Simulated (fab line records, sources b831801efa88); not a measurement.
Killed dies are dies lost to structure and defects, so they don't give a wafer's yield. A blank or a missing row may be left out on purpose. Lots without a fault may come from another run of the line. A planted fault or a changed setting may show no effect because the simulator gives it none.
fab line records | flow gf180mcu
record lots=5 wafers=15 last_day=34
route steps=602 shown M1@321 V1@335
lots that met no fault: from a run of the same line without faults
start_h: hours from the record's first day to the start of the lot's first wafer shown | wait_h: hours since the lot's step before | " the same as in the row above | L1.1+2: a row that stands for several wafers | - no value, or no start given | * or withheld: withheld | < > ~ a bound
route shown NAME@n: a module of which the file shows steps, and the number in the route of the first | usual: mean/standard deviation of fault-free wafers | same: alike in all rows | chamber/n: place in a boat | sites: the reading at each site | _std_site: their standard deviation | _edge_site: outer sites' mean less inner sites' | radius_mm: how far each site lies from the wafer's centre | mask NAME#n: copy n | behind: the tool/chamber that last shaped the wafer | hold: why the lot was held/for how many hours/how that ended | device: the transistor (n, p or np) that didn't switch | end of line: the same wafers' tests at the end of the route | a step without rows: its recipe alone | killed: dies lost to structure and defects at the first sort, not the wafer's yield | map: a wafer's dies, x killed, . not, _ none there
set.NAME: the setting as run; set.NAME@STEP: as run at that earlier step | model.NAME: the simulator's own value behind a step, which no gauge read
lots at some steps of the route; a table a step, a row a wafer
services: from which hour (start_h, from the record's first day; less than 0 if before it) a tool's chamber was out of use, for how many hours, and why
## steps
# step GF_M1_THK_MEAS_06
# recipe thk_meas_gauge=xrf reads=AlCu_of_M1_SPUTTER_02
# usual M1_ALCU_THK=455/4.9
# columns lot.wafer tool chamber start_h wait_h M1_ALCU_THK[nm]
L074.3 film_metro-04 - 361.95 0.1 452
L074.5 " - " " 457
L074.6 " - " " 453
L078.1 film_metro-03 - 409.57 0.1 455
L078.2 " - " " 455
L078.4 " - " " 455
L080.2 film_metro-03 - 424.50 0.1 449
L080.3 " - " " 457
L080.4 " - " " 448
L089.3 film_metro-03 - 496.28 0.1 454
L089.4 " - " " 453
L089.6 " - " " 452
L094.2 film_metro-04 - 545.21 0.1 454
L094.3 " - " " 452
L094.6 " - " " 451
# step GF_M1_DEHYDRATE_07
# recipe temp_c=200 time_s=60
# usual heater_power_total_W=160.38/0.13
# columns lot.wafer tool chamber start_h wait_h heater_power_total_W
L074.3 litho_track-04 0 372.32 10.4 160.39
L074.5 " 0 " " 160.38
L074.6 " 0 " " 160.53
L078.1 litho_track-02 0 420.65 11.1 160.28
L078.2 " 0 " " 160.32
L078.4 " 0 " " 160.23
L080.2 litho_track-04 0 435.54 11.0 160.16
L080.3 " 0 " " 160.44
L080.4 " 0 " " 160.52
L089.3 litho_track-01 0 507.70 11.4 160.14
L089.4 " 0 " " 160.28
L089.6 " 0 " " 160.34
L094.2 litho_track-01 0 556.07 10.9 160.35
L094.3 " 0 " " 160.46
L094.6 " 0 " " 160.25
# step GF_M1_HMDS_08
# recipe prime_time_s=60 prime_temp_c=120
# usual prime_temp_c=120.01/0.13
# columns lot.wafer tool chamber start_h wait_h prime_temp_c
L074.3 litho_track-04 0 372.47 0.1 119.92
L074.5 " 0 " " 119.92
L074.6 " 0 " " 120.04
L078.1 litho_track-02 0 420.80 0.1 119.81
L078.2 " 0 " " 120.01
L078.4 " 0 " " 120.10
L080.2 litho_track-04 0 435.69 0.1 120.04
L080.3 " 0 " " 119.89
L080.4 " 0 " " 119.94
L089.3 litho_track-01 0 507.85 0.1 119.91
L089.4 " 0 " " 119.96
L089.6 " 0 " " 119.92
L094.2 litho_track-01 0 556.22 0.1 119.95
L094.3 " 0 " " 120.06
L094.6 " 0 " " 120.13
# step GF_M1_COAT_09
# recipe resist=KrF spin_rpm=withheld resist_thk_nm=1000
# columns lot.wafer tool chamber start_h wait_h
L074.3+5+6 litho_track-04 0 372.62 0.1
L078.1+2+4 litho_track-02 0 420.95 0.1
L080.2+3+4 litho_track-04 0 435.84 0.1
L089.3+4+6 litho_track-01 0 508.00 0.1
L094.2+3+6 litho_track-01 0 556.37 0.1
# step GF_M1_SOFTBAKE_10
# recipe temp_c=130 time_s=60 resist=KrF
# usual heater_power_total_W=93.04/0.058
# columns lot.wafer tool chamber start_h wait_h heater_power_total_W
L074.3 litho_track-04 0 372.77 0.1 93.01
L074.5 " 0 " " 92.97
L074.6 " 0 " " 93.04
L078.1 litho_track-02 0 421.10 0.1 93.09
L078.2 " 0 " " 93.09
L078.4 " 0 " " 93.05
L080.2 litho_track-04 0 435.99 0.1 92.95
L080.3 " 0 " " 93.07
L080.4 " 0 " " 92.88
L089.3 litho_track-01 0 508.15 0.1 93.08
L089.4 " 0 " " 92.96
L089.6 " 0 " " 93.16
L094.2 litho_track-01 0 556.52 0.1 93.10
L094.3 " 0 " " 93.05
L094.6 " 0 " " 93.10
# step GF_M1_EXPOSE_11
# recipe mask_id=Metal1 target_cd_nm=230 na=0.68 source_shape=conventional sigma_outer=0.6 dose_mj=28
# same sigma_outer=0.6
# columns lot.wafer tool chamber start_h wait_h mask
L074.3+5+6 krf_scanner-01 0 - - Metal1#0
L078.1+2+4 krf_scanner-01 0 - - Metal1#0
L080.2+3+4 krf_scanner-02 0 - - Metal1#0
L089.3+4+6 krf_scanner-02 0 - - Metal1#0
L094.2+3+6 krf_scanner-02 0 - - Metal1#0
# step GF_M1_PEB_12
# recipe peb_temp_c=135 peb_time_s=93.52 resist=KrF
# usual heater_power_total_W=85.57/0.1 plate_sensor_t_centre_C=136.13/0.0099 plate_sensor_t_edge_C=136.3/0.01
# columns lot.wafer tool chamber start_h wait_h heater_power_total_W plate_sensor_t_centre_C plate_sensor_t_edge_C
L074.3 litho_track-01 0 - - 85.54 136.13 136.29
L074.5 " 0 " " 85.76 136.15 136.31
L074.6 " 0 " " 85.65 136.12 136.28
L078.1 litho_track-04 0 - - 85.42 136.13 136.3
L078.2 " 0 " " 85.71 136.14 136.3
L078.4 " 0 " " 85.47 136.13 136.3
L080.2 litho_track-02 0 - - 85.60 136.12 136.3
L080.3 " 0 " " 85.64 136.13 136.29
L080.4 " 0 " " 85.74 136.12 136.3
L089.3 litho_track-04 0 - - 85.58 136.13 136.3
L089.4 " 0 " " 85.65 136.13 136.28
L089.6 " 0 " " 85.66 136.13 136.3
L094.2 litho_track-01 0 - - 85.42 136.12 136.29
L094.3 " 0 " " 85.50 136.14 136.29
L094.6 " 0 " " 85.47 136.13 136.29
# step GF_M1_DEVELOP_13
# recipe develop_time_s=60 dev_temp_c=21
# columns lot.wafer tool chamber start_h wait_h
L074.3+5+6 litho_track-01 0 383.85 0.1
L078.1+2+4 litho_track-04 0 433.41 0.2
L080.2+3+4 litho_track-02 0 448.13 0.2
L089.3+4+6 litho_track-04 0 519.26 0.1
L094.2+3+6 litho_track-01 0 566.97 0.2
# step GF_M1_CD_MEAS_14
# recipe target_cd_nm=230
# usual cd_nm=230.4/1.4
# columns lot.wafer tool chamber start_h wait_h cd_nm
L074.3 cd_sem-02 - 383.99 0.1 231.7
L074.5 " - " " 231.7
L074.6 " - " " 232.0
L078.1 cd_sem-02 - 433.56 0.1 231.2
L078.2 " - " " 231.3
L078.4 " - " " 231.9
L080.2 cd_sem-01 - 448.27 0.1 229.8
L080.3 " - " " 230.7
L080.4 " - " " 231.6
L089.3 cd_sem-01 - 519.40 0.1 229.9
L089.4 " - " " 228.8
L089.6 " - " " 230.1
L094.2 cd_sem-02 - 567.12 0.1 229.2
L094.3 " - " " 228.4
L094.6 " - " " 228.4
# step GF_M1_OVL_MEAS_15
# usual M1_OVL=0/5.9
# columns lot.wafer tool chamber start_h wait_h M1_OVL[nm]
L074.3 overlay-02 - 384.08 0.1 -4
L074.5 " - " " -13
L074.6 " - " " -2
L078.1 overlay-01 - 433.68 0.1 2
L078.2 " - " " 2
L078.4 " - " " 7
L080.2 overlay-02 - 448.38 0.1 -9
L080.3 " - " " -9
L080.4 " - " " -5
L089.3 overlay-02 - 519.50 0.1 -7
L089.4 " - " " 9
L089.6 " - " " -5
L094.2 overlay-02 - 567.22 0.1 -3
L094.3 " - " " -4
L094.6 " - " " -5
# step GF_M1_METAL_ETCH_16
# recipe chemistry=Cl2/BCl3 mask_material=KrF target_depth_nm=627.5 stop_on=SiO2 pressure_mtorr=8 icp_w=800 bias_w=140 Cl2_flow_sccm=80 bcl3_flow_sccm=40 time_s=104.6
# usual drypump_motor_current_A=5.6/0.43 oes_product_au=0.971/0.0066 throttle_valve_pct=28.252/0.011
# columns lot.wafer tool chamber start_h wait_h drypump_motor_current_A oes_product_au rf_hours_counter_h throttle_valve_pct
L074.3 rie_metal-03 1 384.14 0.1 5.7 0.963 - 28.239
L074.5 " 0 " " 5.7 0.974 - 28.252
L074.6 " 1 " " 5.7 0.960 - 28.256
L078.1 rie_metal-03 1 433.72 0.0 5.7 0.967 10.8 28.257
L078.2 " 0 " " 5.6 0.969 6.1 28.258
L078.4 " 0 " " 5.7 0.971 - 28.240
L080.2 rie_metal-01 1 448.41 0.0 4.9 0.966 5.9 28.256
L080.3 " 1 " " 4.9 0.965 - 28.264
L080.4 " 0 " " 5.6 0.965 - 28.247
L089.3 rie_metal-03 0 519.56 0.1 5.7 0.975 - 28.253
L089.4 " 1 " " 5.6 0.980 - 28.264
L089.6 " 1 " " 5.6 0.958 - 28.261
L094.2 rie_metal-03 1 567.25 0.0 5.6 0.965 2.0 28.278
L094.3 " 0 " " 5.7 0.966 - 28.256
L094.6 " 0 " " 5.6 0.967 - 28.273
# step GF_M1_STRIP_17
# recipe chemistry=O2/N2 power_w=1400 pressure_mtorr=1500 platen_temp_c=250 o2_flow_sccm=3000 n2_flow_sccm=300 overash_fraction=0.5
# usual drypump_motor_current_A=5.65/0.15 heater_power_w=313/38 oes_product_au=0.557/0.0045 strip_time_to_endpoint_s=7.86/0.046
# columns lot.wafer tool chamber start_h wait_h drypump_motor_current_A heater_power_w oes_product_au rf_hours_counter_h strip_time_to_endpoint_s
L074.3 plasma_asher-01 1 384.25 0.1 5.88 324 0.559 - 7.92
L074.5 " 0 " " 5.72 302 0.561 - 7.84
L074.6 " 1 " " 5.89 327 0.562 - 7.94
L078.1 plasma_asher-03 1 433.83 0.1 5.68 269 0.554 0 7.89
L078.2 " 0 " " 5.80 357 0.553 0 7.86
L078.4 " 1 " " 5.71 274 0.565 - 7.85
L080.2 plasma_asher-04 0 448.52 0.1 5.43 268 0.556 36 7.83
L080.3 " 0 " " 5.45 266 0.555 - 7.87
L080.4 " 1 " " 5.57 343 0.548 - 7.82
L089.3 plasma_asher-03 1 519.66 0.1 5.67 263 0.556 - 7.79
L089.4 " 0 " " 5.77 352 0.550 - 7.74
L089.6 " 0 " " 5.75 369 0.549 - 7.80
L094.2 plasma_asher-03 0 567.37 0.1 5.78 376 0.558 15 7.87
L094.3 " 0 " " 5.71 347 0.555 - 7.94
L094.6 " 1 " " 5.72 271 0.547 - 7.91
# step GF_M1_STRIP_18
# recipe chemistry=post_etch_residue_remover time_s=1200 temp_c=72.5
# columns lot.wafer tool chamber start_h wait_h
L074.3+5+6 wet_bench-02 2 384.32 0.0
L078.1+2+4 wet_bench-03 2 433.93 0.1
L080.2+3+4 wet_bench-03 0 448.62 0.1
L089.3+4+6 wet_bench-03 2 519.73 0.0
L094.2+3+6 wet_bench-02 1 567.47 0.1
# step GF_M1_CLEAN_19
# recipe chemistry=DIW dry=n2_spin
# columns lot.wafer tool chamber start_h wait_h
L074.3+5+6 wet_bench-03 0 384.69 0.0
L078.1+2+4 wet_bench-04 3 434.31 0.0
L080.2+3+4 wet_bench-04 0 449.31 0.0
L089.3+4+6 wet_bench-02 0 520.14 0.0
L094.2+3+6 wet_bench-03 1 567.81 0.0
# step GF_V1_CVD_00
# recipe material=SiO2 target_thk_nm=600 sigma_open_frac=0.3 temp_c=400 time_s=100 sih4_flow_sccm=60 pressure_mtorr=6
# usual sih4_flow_sccm=59.96/0.17
# columns lot.wafer tool chamber start_h wait_h sih4_flow_sccm
L074.3 hdpcvd-02 1 384.78 0.0 60.15
L074.5 " 1 " " 59.76
L074.6 " 2 " " 59.91
L078.1 hdpcvd-01 0 434.40 0.0 59.93
L078.2 " 1 " " 59.69
L078.4 " 2 " " 59.92
L080.2 hdpcvd-01 1 449.40 0.0 59.81
L080.3 " 0 " " 59.90
L080.4 " 0 " " 59.94
L089.3 hdpcvd-01 1 520.23 0.0 59.87
L089.4 " 2 " " 59.85
L089.6 " 1 " " 59.74
L094.2 hdpcvd-02 0 567.90 0.0 60.08
L094.3 " 1 " " 59.99
L094.6 " 1 " " 59.80
# step GF_V1_THK_MEAS_01
# recipe reads=SiO2_of_V1_CVD_00
# usual V1_CVD_00_THK=599/5.9
# columns lot.wafer tool chamber start_h wait_h V1_CVD_00_THK[nm]
L074.3 film_metro-03 - 384.88 0.1 605
L074.5 " - " " 598
L074.6 " - " " 596
L078.1 film_metro-02 - 434.47 0.0 594
L078.2 " - " " 606
L078.4 " - " " 600
L080.2 film_metro-03 - 449.48 0.0 597
L080.3 " - " " 598
L080.4 " - " " 602
L089.3 film_metro-03 - 520.32 0.1 594
L089.4 " - " " 590
L089.6 " - " " 596
L094.2 film_metro-03 - 567.98 0.0 598
L094.3 " - " " 594
L094.6 " - " " 595
# step GF_V1_CVD_02
# recipe material=SiO2 target_thk_nm=850 precursor=TEOS temp_c=400 time_s=94.851 rf_w=600
# usual heater_power_w=639/120
# columns lot.wafer tool chamber start_h wait_h heater_power_w
L074.3 pecvd-04 2 384.92 0.0 763
L074.5 " 2 " " 616
L074.6 " 1 " " 507
L078.1 pecvd-02 0 434.53 0.1 789
L078.2 " 1 " " 719
L078.4 " 0 " " 634
L080.2 pecvd-02 1 449.53 0.0 751
L080.3 " 2 " " 559
L080.4 " 0 " " 728
L089.3 pecvd-01 2 520.36 0.0 521
L089.4 " 2 " " 547
L089.6 " 1 " " 738
L094.2 pecvd-04 1 568.03 0.0 541
L094.3 " 2 " " 684
L094.6 " 1 " " 580
# step GF_V1_THK_MEAS_03
# recipe reads=SiO2_of_V1_CVD_02
# usual V1_CVD_02_THK=847/11
# columns lot.wafer tool chamber start_h wait_h V1_CVD_02_THK[nm]
L074.3 film_metro-03 - 385.01 0.1 836
L074.5 " - " " 860
L074.6 " - " " 861
L078.1 film_metro-03 - 434.60 0.0 845
L078.2 " - " " 845
L078.4 " - " " 852
L080.2 film_metro-03 - 449.61 0.0 832
L080.3 " - " " 853
L080.4 " - " " 851
L089.3 film_metro-02 - 520.45 0.1 830
L089.4 " - " " 837
L089.6 " - " " 849
L094.2 film_metro-03 - 568.11 0.0 839
L094.3 " - " " 833
L094.6 " - " " 847
# step GF_V1_CMP_04
# recipe material=SiO2 down_force_psi=4 platen_rpm=60 pad_velocity_m_s=0.94248
# usual motor_current_A=12.0/1.1 platen_rpm=59.99/0.036 time_to_endpoint_s=79/5.1
# columns lot.wafer tool chamber start_h wait_h motor_current_A platen_rpm time_to_endpoint_s
L074.3 cmp-02 1 385.20 0.2 12.9 60.00 74
L074.5 " 2 " " 11.4 59.96 84
L074.6 " 3 " " 13.4 60.00 89
L078.1 cmp-01 1 434.66 0.1 12.4 60.02 71
L078.4 " 3 " " 11.1 59.94 79
L078.2 " 0 " " 11.8 60.00 75
L080.4 cmp-02 1 449.66 0.0 13.1 60.01 78
L080.2 " 3 " " 13.2 60.00 73
L080.3 " 0 " " 11.8 60.00 85
L089.4 cmp-02 3 520.64 0.2 12.9 59.98 76
L089.3 " 0 " " 12.9 59.97 74
L089.6 " 0 " " 12.3 60.00 81
L094.3 cmp-02 3 568.16 0.0 13.1 59.91 77
L094.2 " 1 " " 12.8 59.94 73
L094.6 " 0 " " 13.1 59.98 83
# step GF_V1_BOW_MEAS_05
# recipe mode=bow
# usual V1_BOW=85/8.7
# columns lot.wafer tool chamber start_h wait_h V1_BOW[um]
L074.3 film_metro-02 - 385.39 0.1 102
L074.5 " - " " 99
L074.6 " - " " 91
L078.1 film_metro-02 - 434.96 0.2 86
L078.2 " - " " 91
L078.4 " - " " 90
L080.2 film_metro-02 - 449.98 0.2 90
L080.3 " - " " 82
L080.4 " - " " 86
L089.3 film_metro-03 - 520.98 0.2 78
L089.4 " - " " 80
L089.6 " - " " 88
L094.2 film_metro-02 - 568.48 0.2 84
L094.3 " - " " 87
L094.6 " - " " 80
# step GF_V1_DEHYDRATE_06
# recipe temp_c=200 time_s=60
# usual heater_power_total_W=160.39/0.12
# columns lot.wafer tool chamber start_h wait_h heater_power_total_W
L074.3 litho_track-04 0 396.32 10.9 160.50
L074.5 " 0 " " 160.34
L074.6 " 0 " " 160.36
L078.1 litho_track-04 0 446.06 11.1 160.55
L078.2 " 0 " " 160.38
L078.4 " 0 " " 160.30
L080.2 litho_track-03 0 461.35 11.4 160.58
L080.3 " 0 " " 160.43
L080.4 " 0 " " 160.49
L089.3 litho_track-04 0 532.41 11.4 160.55
L089.4 " 0 " " 160.36
L089.6 " 0 " " 160.41
L094.2 litho_track-01 0 579.42 10.9 160.56
L094.3 " 0 " " 160.55
L094.6 " 0 " " 160.47
# step GF_V1_HMDS_07
# recipe prime_time_s=60 prime_temp_c=120
# usual prime_temp_c=120.02/0.13
# columns lot.wafer tool chamber start_h wait_h prime_temp_c
L074.3 litho_track-04 0 396.47 0.1 119.85
L074.5 " 0 " " 119.90
L074.6 " 0 " " 119.93
L078.1 litho_track-04 0 446.21 0.1 120.09
L078.2 " 0 " " 120.19
L078.4 " 0 " " 120.26
L080.2 litho_track-03 0 461.50 0.1 119.99
L080.3 " 0 " " 119.75
L080.4 " 0 " " 119.95
L089.3 litho_track-04 0 532.56 0.1 119.99
L089.4 " 0 " " 119.98
L089.6 " 0 " " 120.10
L094.2 litho_track-01 0 579.57 0.1 120.20
L094.3 " 0 " " 120.03
L094.6 " 0 " " 120.03
# step GF_V1_COAT_08
# recipe resist=BARC temp_c=withheld time_s=withheld spin_rpm=withheld resist_thk_nm=withheld
# columns lot.wafer tool chamber start_h wait_h
L074.3+5+6 litho_track-04 0 396.62 0.1
L078.1+2+4 litho_track-04 0 446.36 0.1
L080.2+3+4 litho_track-03 0 461.65 0.1
L089.3+4+6 litho_track-04 0 532.71 0.1
L094.2+3+6 litho_track-01 0 579.72 0.1
# step GF_V1_COAT_09
# recipe resist=KrF spin_rpm=withheld resist_thk_nm=1000
# columns lot.wafer tool chamber start_h wait_h
L074.3+5+6 litho_track-04 0 - -
L078.1+2+4 litho_track-04 0 - -
L080.2+3+4 litho_track-03 0 - -
L089.3+4+6 litho_track-04 0 - -
L094.2+3+6 litho_track-01 0 - -
# step GF_V1_SOFTBAKE_10
# recipe temp_c=130 time_s=60 resist=KrF
# usual heater_power_total_W=93.05/0.062
# columns lot.wafer tool chamber start_h wait_h heater_power_total_W
L074.3 litho_track-04 0 - - 93.11
L074.5 " 0 " " 93.01
L074.6 " 0 " " 92.91
L078.1 litho_track-04 0 - - 93.06
L078.2 " 0 " " 93.03
L078.4 " 0 " " 92.98
L080.2 litho_track-03 0 - - 93.03
L080.3 " 0 " " 93.03
L080.4 " 0 " " 92.94
L089.3 litho_track-04 0 - - 93.13
L089.4 " 0 " " 93.02
L089.6 " 0 " " 93.01
L094.2 litho_track-01 0 - - 93.03
L094.3 " 0 " " 93.07
L094.6 " 0 " " 92.93
# step GF_V1_EXPOSE_11
# recipe mask_id=Via1 target_cd_nm=260 na=0.68 source_shape=conventional sigma_outer=0.6 dose_mj=38
# same sigma_outer=0.6
# columns lot.wafer tool chamber start_h wait_h mask
L074.3+5+6 krf_scanner-02 0 - - Via1#0
L078.1+2+4 krf_scanner-02 0 - - Via1#0
L080.2+3+4 krf_scanner-01 0 - - Via1#0
L089.3+4+6 krf_scanner-01 0 - - Via1#0
L094.2+3+6 krf_scanner-02 0 - - Via1#0
# step GF_V1_PEB_12
# recipe peb_temp_c=135 peb_time_s=90 resist=KrF
# usual heater_power_total_W=85.68/0.082
# columns lot.wafer tool chamber start_h wait_h heater_power_total_W
L074.3 litho_track-03 0 - - 85.55
L074.5 " 0 " " 85.62
L074.6 " 0 " " 85.67
L078.1 litho_track-03 0 - - 85.65
L078.2 " 0 " " 85.65
L078.4 " 0 " " 85.64
L080.2 litho_track-04 0 - - 85.73
L080.3 " 0 " " 85.68
L080.4 " 0 " " 85.78
L089.3 litho_track-04 0 - - 85.76
L089.4 " 0 " " 85.61
L089.6 " 0 " " 85.58
L094.2 litho_track-04 0 - - 85.84
L094.3 " 0 " " 85.70
L094.6 " 0 " " 85.61
# step GF_V1_DEVELOP_13
# recipe develop_time_s=60 resist=KrF dev_temp_c=21
# columns lot.wafer tool chamber start_h wait_h
L074.3+5+6 litho_track-03 0 408.28 0.1
L078.1+2+4 litho_track-03 0 458.93 0.2
L080.2+3+4 litho_track-04 0 474.19 0.2
L089.3+4+6 litho_track-04 0 544.21 0.1
L094.2+3+6 litho_track-04 0 590.09 0.2
# step GF_V1_CD_MEAS_14
# recipe target_cd_nm=260
# usual cd_nm=260.1/1.3
# columns lot.wafer tool chamber start_h wait_h cd_nm
L074.3 cd_sem-01 - 408.42 0.1 259.2
L074.5 " - " " 260.2
L074.6 " - " " 258.9
L078.1 cd_sem-01 - 459.08 0.1 262.5
L078.2 " - " " 261.0
L078.4 " - " " 261.4
L080.2 cd_sem-01 - 474.33 0.1 263.2
L080.3 " - " " 262.0
L080.4 " - " " 262.5
L089.3 cd_sem-01 - 544.35 0.1 260.2
L089.4 " - " " 259.9
L089.6 " - " " 259.5
L094.2 cd_sem-02 - 590.23 0.1 260.1
L094.3 " - " " 259.6
L094.6 " - " " 260.7
# step GF_V1_OVL_MEAS_15
# usual V1_OVL=3/6.2
# columns lot.wafer tool chamber start_h wait_h V1_OVL[nm]
L074.3 overlay-02 - 408.51 0.1 3
L074.5 " - " " 6
L074.6 " - " " 2
L078.1 overlay-01 - 459.20 0.1 3
L078.2 " - " " 5
L078.4 " - " " 5
L080.2 overlay-02 - 474.44 0.1 11
L080.3 " - " " 3
L080.4 " - " " 16
L089.3 overlay-01 - 544.45 0.1 6
L089.4 " - " " 0
L089.6 " - " " 3
L094.2 overlay-01 - 590.34 0.1 10
L094.3 " - " " 1
L094.6 " - " " 6
# step GF_V1_ETCH_16
# recipe chemistry=N2/H2 target_depth_a=withheld overetch_a=withheld time_s=withheld target=BARC ion_energy_ev=200 source_w=500 bias_w=100 pressure_mtorr=30 n2_flow_sccm=100 h2_flow_sccm=200
# usual drypump_motor_current_A=5.8/0.37 oes_product_au=0.854/0.0051 throttle_valve_pct=13.226/0.0087
# columns lot.wafer tool chamber start_h wait_h drypump_motor_current_A oes_product_au throttle_valve_pct
L074.3 rie_diel-02 1 408.53 0.0 5.7 0.853 13.226
L074.5 " 3 " " 5.9 0.862 13.233
L074.6 " 2 " " 5.9 0.851 13.220
L078.1 rie_diel-02 2 459.23 0.0 5.9 0.847 13.225
L078.2 " 1 " " 5.7 0.857 13.236
L078.4 " 3 " " 5.9 0.849 13.228
L080.2 rie_diel-04 1 474.47 0.0 5.8 0.850 13.246
L080.3 " 0 " " 5.9 0.853 13.241
L080.4 " 2 " " 6.5 0.848 13.223
L089.3 rie_diel-03 0 544.47 0.0 5.8 0.853 13.230
L089.4 " 2 " " 5.4 0.855 13.216
L089.6 " 0 " " 5.8 0.860 13.228
L094.2 rie_diel-03 1 590.37 0.0 5.4 0.852 13.221
L094.3 " 3 " " 5.0 0.850 13.215
L094.6 " 0 " " 5.8 0.860 13.221
# step GF_V1_ETCH_17
# recipe chemistry=C4F8/O2/Ar mask_material=KrF target=SiO2 stop_on=TiN source_w=1500 bias_w=1200 pressure_mtorr=40 c4f8_flow_sccm=withheld O2_flow_sccm=6 Ar_flow_sccm=300 time_s=withheld target_depth_a=6300
# usual oes_product_au=0.856/0.0043
# columns lot.wafer tool chamber start_h wait_h oes_product_au
L074.3 rie_diel-02 1 - - 0.856
L074.5 " 3 " " 0.852
L074.6 " 2 " " 0.856
L078.1 rie_diel-02 2 - - 0.860
L078.2 " 1 " " 0.855
L078.4 " 3 " " 0.860
L080.2 rie_diel-04 1 - - 0.857
L080.3 " 0 " " 0.861
L080.4 " 2 " " 0.849
L089.3 rie_diel-03 0 - - 0.857
L089.4 " 2 " " 0.855
L089.6 " 0 " " 0.859
L094.2 rie_diel-03 1 - - 0.850
L094.3 " 3 " " 0.853
L094.6 " 0 " " 0.853
# step GF_V1_STRIP_18
# recipe chemistry=O2/N2 power_w=1400 pressure_mtorr=1500 platen_temp_c=250 o2_flow_sccm=3000 n2_flow_sccm=300 overash_fraction=0.5
# usual drypump_motor_current_A=6.1/0.45 heater_power_w=330/34 oes_product_au=0.593/0.0045
# columns lot.wafer tool chamber start_h wait_h drypump_motor_current_A heater_power_w oes_product_au rf_hours_counter_h
L074.3 plasma_asher-02 1 408.70 - 6.5 363 0.597 -
L074.5 " 1 " " 6.5 363 0.596 -
L074.6 " 0 " " 6.8 345 0.588 -
L078.1 plasma_asher-02 1 459.36 - 6.5 354 0.595 79
L078.2 " 0 " " 6.9 353 0.587 79
L078.4 " 0 " " 6.8 345 0.601 -
L080.2 plasma_asher-02 1 474.60 - 6.5 364 0.595 81
L080.3 " 0 " " 6.8 360 0.593 -
L080.4 " 1 " " 6.5 365 0.591 -
L089.3 plasma_asher-03 1 544.63 - 5.7 262 0.597 -
L089.4 " 0 " " 5.8 358 0.598 -
L089.6 " 1 " " 5.7 264 0.595 -
L094.2 plasma_asher-01 0 590.50 - 5.7 301 0.589 85
L094.3 " 1 " " 5.9 321 0.588 -
L094.6 " 0 " " 5.8 299 0.588 -
# step GF_V1_STRIP_19
# recipe chemistry=post_etch_residue_remover time_s=1200 temp_c=72.5
# columns lot.wafer tool chamber start_h wait_h
L074.3+5+6 wet_bench-02 1 408.76 0.0
L078.1+2+4 wet_bench-04 1 459.46 0.1
L080.2+3+4 wet_bench-01 2 474.70 0.1
L089.3+4+6 wet_bench-01 2 544.70 0.0
L094.2+3+6 wet_bench-01 1 590.60 0.1
# step GF_V1_CLEAN_20
# recipe chemistry=DIW dry=n2_spin
# columns lot.wafer tool chamber start_h wait_h
L074.3+5+6 wet_bench-01 1 409.11 0.0
L078.1+2+4 wet_bench-04 3 459.80 0.0
L080.2+3+4 wet_bench-04 1 475.07 0.0
L089.3+4+6 wet_bench-04 2 545.04 0.0
L094.2+3+6 wet_bench-04 1 590.97 0.0
# step GF_V1_SPUTTER_21
# recipe material=Ti target_thk_nm=15 chamber_pressure_pa=4.79 power_w=2500 substrate_temp_c=200 time_s=80.02
# usual cathode_dc_power_W=2500.0/0.44 chamber_pressure_pa=4.790/0.01 substrate_temp_c=200.00/0.16 throttle_valve_pct=29.6/1.1
# columns lot.wafer tool chamber start_h wait_h cathode_dc_power_W chamber_pressure_pa substrate_temp_c throttle_valve_pct
L074.3 pvd_sputter-02 - 409.20 0.0 2500.4 4.773 199.99 30.3
L074.5 " - " " 2500.2 4.787 200.04 30.3
L074.6 " - " " 2499.9 4.786 199.74 29.5
L078.1 pvd_sputter-01 - 459.90 0.0 2500.2 4.797 199.66 29.1
L078.2 " - " " 2499.3 4.791 199.97 29.9
L078.4 " - " " 2500.1 4.785 200.18 28.7
L080.2 pvd_sputter-03 - 475.16 0.0 2499.6 4.803 200.10 30.1
L080.3 " - " " 2499.5 4.784 199.88 30.1
L080.4 " - " " 2499.8 4.797 200.27 28.5
L089.3 pvd_sputter-03 - 545.13 0.0 2500.1 4.791 199.88 28.6
L089.4 " - " " 2500.1 4.776 200.03 30.1
L089.6 " - " " 2499.6 4.796 199.97 30.5
L094.2 pvd_sputter-03 - 591.06 0.0 2500.3 4.762 199.79 30.6
L094.3 " - " " 2499.9 4.789 200.10 32.3
L094.6 " - " " 2500.2 4.786 200.08 30.1
# step GF_V1_SPUTTER_22
# recipe material=TiN target_thk_nm=10 chamber_pressure_pa=5 power_w=4000 time_s=40
# usual cathode_dc_power_W=4000.0/0.75 chamber_pressure_pa=5.000/0.0099 throttle_valve_pct=29.7/1.1
# columns lot.wafer tool chamber start_h wait_h cathode_dc_power_W chamber_pressure_pa throttle_valve_pct
L074.3 pvd_sputter-02 - 409.26 0.0 4001.0 4.999 30.3
L074.5 " - " " 3999.7 5.019 30.1
L074.6 " - " " 4001.2 5.001 29.3
L078.1 pvd_sputter-01 - 459.96 0.0 4000.9 4.989 29.1
L078.2 " - " " 4000.3 4.988 30.0
L078.4 " - " " 3999.6 4.994 28.6
L080.2 pvd_sputter-03 - 475.22 0.0 4002.0 5.014 30.4
L080.3 " - " " 4000.1 4.992 30.0
L080.4 " - " " 4000.4 4.998 28.8
L089.3 pvd_sputter-03 - 545.19 0.0 3999.9 5.006 28.4
L089.4 " - " " 4000.0 4.990 30.5
L089.6 " - " " 4000.6 4.985 30.1
L094.2 pvd_sputter-03 - 591.12 0.0 4000.9 4.999 30.4
L094.3 " - " " 3998.9 5.013 32.2
L094.6 " - " " 4000.3 4.991 30.1
## services
# columns tool chamber start_h hours kind
krf_scanner-01 - 351.95 1.3 pm
krf_scanner-01 - 353.62 1.0 pm
wet_bench-03 - 358.60 1.9 pm
krf_scanner-01 - 359.99 0.2 repair
krf_scanner-02 - 361.19 2.4 repair
wet_bench-02 - 363.45 2.3 repair
krf_scanner-02 - 364.77 11.6 pm
rie_diel-02 - 390.54 4.3 pm
cmp-02 - 404.23 4.0 pm
krf_scanner-01 - 406.25 0.8 pm
plasma_asher-03 - 421.25 9.0 pm
krf_scanner-01 - 426.23 0.2 repair
cmp-02 - 426.42 1.7 repair
krf_scanner-02 - 431.15 1.3 pm
plasma_asher-03 - 450.34 0.6 repair
rie_metal-03 - 464.08 14.6 pm
krf_scanner-02 - 467.23 4.0 pm
plasma_asher-03 - 488.28 3.0 repair
pvd_sputter-03 - 488.34 3.2 repair
krf_scanner-02 - 503.98 0.8 pm
krf_scanner-02 - 505.59 1.0 pm
rie_diel-03 3 507.00 6.6 repair
krf_scanner-01 - 522.62 1.0 pm
krf_scanner-02 - 559.07 2.5 repair
## key
fault none
